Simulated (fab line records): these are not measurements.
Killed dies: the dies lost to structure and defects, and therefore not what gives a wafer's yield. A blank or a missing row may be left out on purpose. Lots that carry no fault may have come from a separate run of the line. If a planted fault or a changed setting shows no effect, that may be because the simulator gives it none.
Chamber matching || flow sky130 || cmp-01 running SKY_LI_CONTACT_CMP_02: 4 sister chambers
The step polishes PSG. 4 wafers are shown with their chamber, then 7 later ones without.

== WAFERS WITH THEIR CHAMBER ==
{"wafer": "L546.2", "chamber": 1, "motor-current-A (A)": 12.5}
{"wafer": "L546.4", "chamber": 3, "motor-current-A (A)": 14.1}
{"wafer": "L548.3", "chamber": 2, "motor-current-A (A)": 12.5}
{"wafer": "L548.4", "chamber": 0, "motor-current-A (A)": 11.1}

== WAFERS WHOSE CHAMBER IS MISSING ==
{"wafer": "L548.5", "motor-current-A (A)": 12.5}
{"wafer": "L549.2", "motor-current-A (A)": 12.8}
{"wafer": "L549.4", "motor-current-A (A)": 10.7}
{"wafer": "L549.6", "motor-current-A (A)": 11.8}
{"wafer": "L553.1", "motor-current-A (A)": 10.7}
{"wafer": "L553.4", "motor-current-A (A)": 14.1}
{"wafer": "L553.6", "motor-current-A (A)": 11.2}

== CHAMBER TAKEN BY EACH ==
{"wafer": "L548.5", "from the rows above": "can't be placed: 1 or 2", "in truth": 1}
{"wafer": "L549.2", "from the rows above": "can't be placed: 1 or 2", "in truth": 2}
{"wafer": "L549.4", "from the rows above": 0, "in truth": 0}
{"wafer": "L549.6", "from the rows above": "can't be placed: 1 or 2 or 0", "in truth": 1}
{"wafer": "L553.1", "from the rows above": 0, "in truth": 0}
{"wafer": "L553.4", "from the rows above": 3, "in truth": 3}
{"wafer": "L553.6", "from the rows above": 0, "in truth": 0}
4 of 7 placed correctly. Cannot be placed on the basis of these rows: 3; the candidates contain the true chamber in 3. 0 placed wrongly.
How it was worked out, from the rows above alone: a wafer's distance from a chamber is the root of the sum, over the readings, of the square of ((its reading less the chamber's mean) divided by the reading's scatter). If the next closest chamber is less than 2 further off than the closest, the wafer can't be placed; otherwise it belongs to the closest. Each chamber's mean is taken over the wafers shown for it. The scatter: with one shown wafer a chamber, the root of the mean of the squares of how far each hidden wafer lies from its nearest shown one.
